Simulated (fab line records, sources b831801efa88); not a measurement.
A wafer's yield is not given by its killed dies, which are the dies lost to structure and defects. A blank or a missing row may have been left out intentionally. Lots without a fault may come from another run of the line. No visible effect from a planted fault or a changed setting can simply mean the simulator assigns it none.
fab line records -- flow gf180mcu
record lots=12, wafers=36, last-day=34
route steps=602 shown POLY_GATE@173 V2@387 M3@411
lots with no fault: from the same line, run without faults
start-h: hours from the record's first day to the start of the lot's first wafer shown -- wait-h: hours from the lot's prior step to this one -- " as in the row above -- L1.1+2: several wafers, shown together as one row -- - no value, or no start given -- * or withheld: withheld -- < > ~ a bound
route shown NAME@n: a module of which the file shows steps, and the number in the route of the first -- usual: the fault-free wafers' mean and standard deviation -- same: alike in all rows -- chamber/n: place in a boat -- sites: each site's reading -- _std_site: standard deviation of those values -- _edge_site: the outer-site mean with the inner-site mean subtracted -- radius-mm: for every site, how far away it sits from the centre of the wafer -- mask NAME#n: copy n -- behind: tool/chamber where the wafer was last shaped -- hold: why the lot was held/for how many hours/how that ended -- device: the n, p or np transistor that did not switch -- end of line: tests of these same wafers at the route's end -- a step given without rows: its recipe and nothing more -- killed: dies lost to structure and defects at the first sort, not the wafer's yield -- map: a wafer's dies, marking killed ones x, the rest . and places with no die _
set.NAME: the setting that was run; set.NAME@STEP: the one run at that earlier step -- model.NAME: the simulator's own value behind a step, which no gauge read
a sample of lots followed through the steps of the route, with each step as a table and each wafer as a row
services: the hour from which a tool's chamber was out of use, counted from the record's first day as start-h (under 0 if before that day), plus the number of hours and why
## steps
# step GF_POLY_GATE_OXIDATION_16
# recipe temp-c=850, ambient=O2, stabilise-s=600, purge-s=300, target-thk-a=40, ox-time-s=899
# usual spike-tc-bottom-C=867.7/1, spike-tc-centre-C=850.7/1.1, spike-tc-lower-C=850.7/1.4, spike-tc-top-C=860.3/1.1, spike-tc-upper-C=851.5/1, tube-center-temp-C=850/0.077, tube_center_temp_C_max=852.2/0.36, zone-power-bottom-pct=27.9/0.36
# same ox-time-s=899
lot.wafer,tool,chamber,start-h,wait-h,spike-tc-bottom-C,spike-tc-centre-C,spike-tc-lower-C,spike-tc-top-C,spike-tc-upper-C,tube-center-temp-C,tube_center_temp_C_max,zone-power-bottom-pct
L338.2,furnace-01,0,205.08,0.0,866.9,850.3,850.9,860.7,851.9,850.09,852.3,28.1
L338.4,furnace-01,0,205.08,0.0,868.1,850.5,850.0,860.3,850.7,850.03,851.7,27.9
L338.5,furnace-01,0,205.08,0.0,868.9,852.5,851.1,860.8,851.3,850.01,851.7,28.1
L339.3,furnace-02,0,213.71,0.5,868.2,850.0,849.6,860.3,851.9,850.03,852.1,27.9
L339.5,furnace-02,0,213.71,0.5,867.4,850.0,849.5,858.8,852.0,850.02,852.2,27.7
L339.6,furnace-02,0,213.71,0.5,870.3,850.9,849.9,861.1,853.6,849.98,852.4,27.4
L340.1,furnace-02,0,214.96,0.0,869.3,849.0,849.4,859.9,851.9,850.05,852.2,27.9
L340.3,furnace-02,0,214.96,0.0,867.7,850.9,848.3,858.9,851.8,849.97,851.7,27.4
L340.5,furnace-02,0,214.96,0.0,868.2,850.0,849.6,859.1,852.7,850.06,852.2,27.3
L341.2,furnace-01,0,227.83,0.0,868.9,852.5,851.2,860.8,851.2,850.06,852.1,27.9
L341.3,furnace-01,0,227.83,0.0,868.2,852.1,850.8,860.4,852.8,849.98,852.5,28.3
L341.6,furnace-01,0,227.83,0.0,868.1,851.4,850.4,861.1,852.2,850.05,852.4,28.0
L346.3,furnace-02,0,261.53,1.1,867.0,847.2,849.1,859.1,849.8,850.07,852.1,27.5
L346.4,furnace-02,0,261.53,1.1,867.5,849.4,850.5,858.7,852.2,850.07,852.4,27.1
L346.6,furnace-02,0,261.53,1.1,869.4,848.6,851.2,859.6,852.3,849.93,851.8,27.8
L348.2,furnace-02,0,279.70,0.0,884.4,868.5,867.5,876.9,867.8,867.13,869.1,28.8
L348.3,furnace-02,0,279.70,0.0,884.9,866.6,866.8,876.6,868.2,867.2,869.4,29.2
L348.6,furnace-02,0,279.70,0.0,884.4,866.3,868.5,878.2,867.9,867,869.8,28.4
L349.1,furnace-02,0,286.27,1.0,884.3,868.1,866.9,877.4,868.5,867.11,869.0,28.7
L349.2,furnace-02,0,286.27,1.0,885.4,868.6,865.1,876.1,869.5,867.09,869.7,29.2
L349.5,furnace-02,0,286.27,1.0,884.6,867.9,867.5,876.7,869.2,866.96,869.3,28.5
L351.1,furnace-02,0,297.05,0.5,884.9,868.1,866.5,875.3,869.1,867.08,868.8,28.7
L351.4,furnace-02,0,297.05,0.5,885.9,867.3,868.6,875.2,867.8,867.19,869.2,28.9
L351.5,furnace-02,0,297.05,0.5,885.6,869.8,867.0,876.0,868.7,866.97,869.3,29.4
L356.1,furnace-01,0,331.54,0.0,868.1,852.0,852.6,859.8,851.6,850.09,852.3,28.2
L356.3,furnace-01,0,331.54,0.0,866.6,853.1,854.4,859.7,851.8,849.92,851.9,27.9
L356.6,furnace-01,0,331.54,0.0,866.5,849.8,851.1,860.1,852.0,849.89,852.1,28.2
L357.2,furnace-01,0,342.31,0.0,868.2,849.8,853.6,860.9,851.2,850.05,853.0,27.6
L357.4,furnace-01,0,342.31,0.0,866.1,850.6,852.1,861.4,851.6,849.96,851.9,28.2
L357.5,furnace-01,0,342.31,0.0,867.4,851.0,849.8,860.4,851.2,850.11,852.5,28.5
L359.2,furnace-02,0,353.03,0.0,866.8,851.6,850.1,859.5,852.0,849.97,851.9,27.6
L359.3,furnace-02,0,353.03,0.0,866.4,850.1,849.0,859.8,851.8,850.03,852.1,28.2
L359.4,furnace-02,0,353.03,0.0,870.0,851.4,848.3,857.3,851.2,850.11,852.1,28.0
L360.4,furnace-01,0,357.81,0.0,867.4,850.4,852.5,860.5,850.5,849.84,852.1,28.2
L360.5,furnace-01,0,357.81,0.0,867.3,850.8,850.6,861.3,851.4,850.08,852.1,28.1
L360.6,furnace-01,0,357.81,0.0,867.7,851.6,851.8,860.9,851.8,849.93,852.4,28.4
# step GF_POLY_GATE_THK_MEAS_17
# recipe reads=SiO2_of_POLY_GATE_OXIDATION_16
# usual POLY_GATE_OXIDATION_THK=4.01/0.083
lot.wafer,tool,chamber,start-h,wait-h,POLY_GATE_OXIDATION_THK[nm]
L338.2,film-metro-01,-,206.34,0.0,4.08
L338.4,film-metro-01,-,206.34,0.0,4.16
L338.5,film-metro-01,-,206.34,0.0,4.14
L339.3,film-metro-03,-,214.98,0.0,4.06
L339.5,film-metro-03,-,214.98,0.0,3.97
L339.6,film-metro-03,-,214.98,0.0,3.94
L340.1,film-metro-03,-,216.21,0.0,4.03
L340.3,film-metro-03,-,216.21,0.0,3.89
L340.5,film-metro-03,-,216.21,0.0,3.91
L341.2,film-metro-03,-,229.09,0.0,3.95
L341.3,film-metro-03,-,229.09,0.0,4.09
L341.6,film-metro-03,-,229.09,0.0,4.07
L346.3,film-metro-03,-,262.80,0.0,4.04
L346.4,film-metro-03,-,262.80,0.0,3.96
L346.6,film-metro-03,-,262.80,0.0,4.04
L348.2,film-metro-01,-,280.96,0.0,4.88
L348.3,film-metro-01,-,280.96,0.0,5.04
L348.6,film-metro-01,-,280.96,0.0,5.03
L349.1,film-metro-03,-,287.52,0.0,5.00
L349.2,film-metro-03,-,287.52,0.0,4.97
L349.5,film-metro-03,-,287.52,0.0,4.93
L351.1,film-metro-01,-,298.30,0.0,4.83
L351.4,film-metro-01,-,298.30,0.0,4.83
L351.5,film-metro-01,-,298.30,0.0,4.93
L356.1,film-metro-03,-,332.79,0.0,3.93
L356.3,film-metro-03,-,332.79,0.0,3.89
L356.6,film-metro-03,-,332.79,0.0,3.94
L357.2,film-metro-04,-,343.57,0.0,4.06
L357.4,film-metro-04,-,343.57,0.0,3.91
L357.5,film-metro-04,-,343.57,0.0,4.01
L359.2,film-metro-03,-,354.29,0.0,4.15
L359.3,film-metro-03,-,354.29,0.0,4.19
L359.4,film-metro-03,-,354.29,0.0,4.18
L360.4,film-metro-01,-,359.09,0.0,4.01
L360.5,film-metro-01,-,359.09,0.0,4.03
L360.6,film-metro-01,-,359.09,0.0,4.04
# step GF_V2_BOW_MEAS_05
# recipe mode=bow
# usual V2_BOW=100/7.8
lot.wafer,tool,chamber,start-h,wait-h,V2_BOW[um]
L338.2,film-metro-03,-,447.92,0.2,96
L338.4,film-metro-03,-,447.92,0.2,111
L338.5,film-metro-03,-,447.92,0.2,109
L339.3,film-metro-02,-,458.70,0.1,103
L339.5,film-metro-02,-,458.70,0.1,102
L339.6,film-metro-02,-,458.70,0.1,82
L340.1,film-metro-03,-,461.23,0.1,94
L340.3,film-metro-03,-,461.23,0.1,100
L340.5,film-metro-03,-,461.23,0.1,84
L341.2,film-metro-03,-,478.75,0.3,94
L341.3,film-metro-03,-,478.75,0.3,106
L341.6,film-metro-03,-,478.75,0.3,100
L346.3,film-metro-03,-,521.76,0.1,103
L346.4,film-metro-03,-,521.76,0.1,110
L346.6,film-metro-03,-,521.76,0.1,114
L348.2,film-metro-02,-,540.67,0.2,91
L348.3,film-metro-02,-,540.67,0.2,87
L348.6,film-metro-02,-,540.67,0.2,90
L349.1,film-metro-02,-,549.65,0.2,99
L349.2,film-metro-02,-,549.65,0.2,110
L349.5,film-metro-02,-,549.65,0.2,101
L351.1,film-metro-03,-,561.75,0.2,96
L351.4,film-metro-03,-,561.75,0.2,115
L351.5,film-metro-03,-,561.75,0.2,99
L356.1,film-metro-02,-,598.52,0.2,94
L356.3,film-metro-02,-,598.52,0.2,110
L356.6,film-metro-02,-,598.52,0.2,97
L357.2,film-metro-03,-,606.24,0.1,113
L357.4,film-metro-03,-,606.24,0.1,117
L357.5,film-metro-03,-,606.24,0.1,111
L359.2,film-metro-01,-,620.49,0.2,93
L359.3,film-metro-01,-,620.49,0.2,102
L359.4,film-metro-01,-,620.49,0.2,99
L360.4,film-metro-01,-,624.21,0.2,114
L360.5,film-metro-01,-,624.21,0.2,104
L360.6,film-metro-01,-,624.21,0.2,96
# step GF_M3_SPUTTER_02
# recipe material=AlCu, target-thk-nm=450, power-w=10600, time-s=23.9, chamber-pressure-pa=0.4
# usual cathode-dc-power-W=10600/2.1, throttle-valve-pct=29.9/0.99
lot.wafer,tool,chamber,start-h,wait-h,cathode-dc-power-W,throttle-valve-pct
L338.2,pvd-sputter-02,-,473.20,0.0,10601,29.9
L338.4,pvd-sputter-02,-,473.20,0.0,10599,30.3
L338.5,pvd-sputter-02,-,473.20,0.0,10603,29.9
L339.3,pvd-sputter-02,-,485.09,0.0,10599,30.2
L339.5,pvd-sputter-02,-,485.09,0.0,10602,29.9
L339.6,pvd-sputter-02,-,485.09,0.0,10599,29.7
L340.1,pvd-sputter-03,-,487.04,0.0,10597,31.3
L340.3,pvd-sputter-03,-,487.04,0.0,10600,29.0
L340.5,pvd-sputter-03,-,487.04,0.0,10600,28.2
L341.2,pvd-sputter-02,-,504.79,0.0,10603,29.8
L341.3,pvd-sputter-02,-,504.79,0.0,10600,30.6
L341.6,pvd-sputter-02,-,504.79,0.0,10597,30.2
L346.3,pvd-sputter-03,-,545.96,0.0,10601,31.3
L346.4,pvd-sputter-03,-,545.96,0.0,10601,30.7
L346.6,pvd-sputter-03,-,545.96,0.0,10601,31.3
L348.2,pvd-sputter-03,-,564.89,0.0,10598,31.0
L348.3,pvd-sputter-03,-,564.89,0.0,10602,28.2
L348.6,pvd-sputter-03,-,564.89,0.0,10598,28.5
L349.1,pvd-sputter-02,-,573.79,0.0,10598,30.2
L349.2,pvd-sputter-02,-,573.79,0.0,10602,30.7
L349.5,pvd-sputter-02,-,573.79,0.0,10606,30.4
L351.1,pvd-sputter-03,-,585.30,0.0,10600,30.7
L351.4,pvd-sputter-03,-,585.30,0.0,10597,31.1
L351.5,pvd-sputter-03,-,585.30,0.0,10602,29.0
L356.1,pvd-sputter-03,-,621.21,0.0,10602,29.0
L356.3,pvd-sputter-03,-,621.21,0.0,10599,31.1
L356.6,pvd-sputter-03,-,621.21,0.0,10602,28.4
L357.2,pvd-sputter-02,-,628.43,0.0,10606,30.6
L357.4,pvd-sputter-02,-,628.43,0.0,10600,30.3
L357.5,pvd-sputter-02,-,628.43,0.0,10599,30.7
L359.2,pvd-sputter-02,-,642.51,0.0,10600,29.8
L359.3,pvd-sputter-02,-,642.51,0.0,10598,30.3
L359.4,pvd-sputter-02,-,642.51,0.0,10601,30.6
L360.4,pvd-sputter-01,-,645.47,0.0,10598,31.3
L360.5,pvd-sputter-01,-,645.47,0.0,10604,31.2
L360.6,pvd-sputter-01,-,645.47,0.0,10598,30.6
# step GF_M3_SPUTTER_03
# recipe material=Ti, target-thk-nm=10, substrate-temp-c=300, chamber-pressure-pa=0.3, power-w=3000, time-s=6.7
# usual cathode-dc-power-W=3000.0/0.54, throttle-valve-pct=29.9/0.97
lot.wafer,tool,chamber,start-h,wait-h,cathode-dc-power-W,throttle-valve-pct
L338.2,pvd-sputter-02,-,473.23,0.0,2999.5,30.0
L338.4,pvd-sputter-02,-,473.23,0.0,2999.9,30.4
L338.5,pvd-sputter-02,-,473.23,0.0,2999.8,29.8
L339.3,pvd-sputter-02,-,485.12,0.0,3000.3,29.8
L339.5,pvd-sputter-02,-,485.12,0.0,3000.7,30.0
L339.6,pvd-sputter-02,-,485.12,0.0,2999.8,29.6
L340.1,pvd-sputter-03,-,487.07,0.0,3000.0,30.9
L340.3,pvd-sputter-03,-,487.07,0.0,3000.3,29.0
L340.5,pvd-sputter-03,-,487.07,0.0,2999.2,28.5
L341.2,pvd-sputter-02,-,504.82,0.0,2999.5,30.1
L341.3,pvd-sputter-02,-,504.82,0.0,2999.5,30.4
L341.6,pvd-sputter-02,-,504.82,0.0,3000.5,30.2
L346.3,pvd-sputter-03,-,545.99,0.0,3001.3,31.2
L346.4,pvd-sputter-03,-,545.99,0.0,3000.4,31.0
L346.6,pvd-sputter-03,-,545.99,0.0,2999.4,31.1
L348.2,pvd-sputter-03,-,564.92,0.0,3001.3,31.2
L348.3,pvd-sputter-03,-,564.92,0.0,3000.4,28.6
L348.6,pvd-sputter-03,-,564.92,0.0,2999.3,28.3
L349.1,pvd-sputter-02,-,573.82,0.0,3000.0,30.1
L349.2,pvd-sputter-02,-,573.82,0.0,2999.8,30.5
L349.5,pvd-sputter-02,-,573.82,0.0,2998.8,30.3
L351.1,pvd-sputter-03,-,585.33,0.0,3000.4,30.8
L351.4,pvd-sputter-03,-,585.33,0.0,2999.6,31.2
L351.5,pvd-sputter-03,-,585.33,0.0,2999.8,28.9
L356.1,pvd-sputter-03,-,621.24,0.0,3000.3,28.8
L356.3,pvd-sputter-03,-,621.24,0.0,3000.4,31.2
L356.6,pvd-sputter-03,-,621.24,0.0,3000.4,28.1
L357.2,pvd-sputter-02,-,628.46,0.0,3000.8,30.6
L357.4,pvd-sputter-02,-,628.46,0.0,2999.3,30.2
L357.5,pvd-sputter-02,-,628.46,0.0,2999.7,30.5
L359.2,pvd-sputter-02,-,642.54,0.0,2999.5,29.8
L359.3,pvd-sputter-02,-,642.54,0.0,3000.2,30.1
L359.4,pvd-sputter-02,-,642.54,0.0,3000.1,30.5
L360.4,pvd-sputter-01,-,645.50,0.0,3000.3,31.3
L360.5,pvd-sputter-01,-,645.50,0.0,3000.1,31.1
L360.6,pvd-sputter-01,-,645.50,0.0,3000.1,30.8
## services
tool,chamber,start-h,hours,kind
pvd-sputter-03,-,187.44,3.0,repair
pvd-sputter-03,-,229.58,0.8,repair
furnace-02,-,276.51,3.1,pm
furnace-01,-,292.05,3.8,pm
furnace-02,-,311.78,2.8,pm
pvd-sputter-01,-,314.78,1.2,repair
pvd-sputter-02,-,328.95,5.5,repair
pvd-sputter-02,-,401.15,5.3,repair
pvd-sputter-01,-,414.34,1.9,repair
pvd-sputter-03,-,417.67,23.2,repair
furnace-01,-,437.24,3.2,pm
furnace-01,-,441.95,3.1,pm
furnace-02,-,445.84,4.1,pm
furnace-01,-,451.07,3.2,repair
pvd-sputter-03,-,458.79,3.7,repair
pvd-sputter-03,-,460.62,4.5,repair
pvd-sputter-02,-,532.31,4.7,repair
pvd-sputter-03,-,541.15,1.8,repair
furnace-02,-,593.29,5.2,pm
furnace-01,-,605.24,3.2,pm
pvd-sputter-01,-,606.81,4.5,repair
furnace-02,-,609.80,29.0,repair
pvd-sputter-02,-,626.89,1.2,repair
furnace-02,-,638.79,3.2,pm
## key
first-sign step=GF_POLY_GATE_OXIDATION_16, reading=tube-center-temp-C, direction=up, sigmas=99+, usual=*, struck=*
effect step=GF_POLY_GATE_OXIDATION_16, reading=tube_center_temp_C_max, direction=up, sigmas=47, usual=*, struck=*
effect step=GF_POLY_GATE_THK_MEAS_17, reading=POLY_GATE_OXIDATION_THK, direction=up, sigmas=11, usual=4.01, struck=4.94
met-at GF_POLY_GATE_OXIDATION_16
struck-lots L348,L349,L351
tester-left-out L348,L349,L351
not-acting-at GF_V2_BOW_MEAS_05,GF_M3_SPUTTER_02,GF_M3_SPUTTER_03
onset-between 261.53 279.70
fault kind=process-parameter-drift, tool=furnace-02, chamber=-, onset-h=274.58, steps=GF_POLY_GATE_OXIDATION_16, channel=temp-c, offset=*, shape=step, end-h=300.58, acts-in=*, stated=*
# tester-left-out: of these lots the tester's yield and bins aren't shown, on N5 and GAA mostly nor the transistor test; their killed dies are dies lost to structure and defects alone, not to doping, threshold or leakage, so they don't give the yield
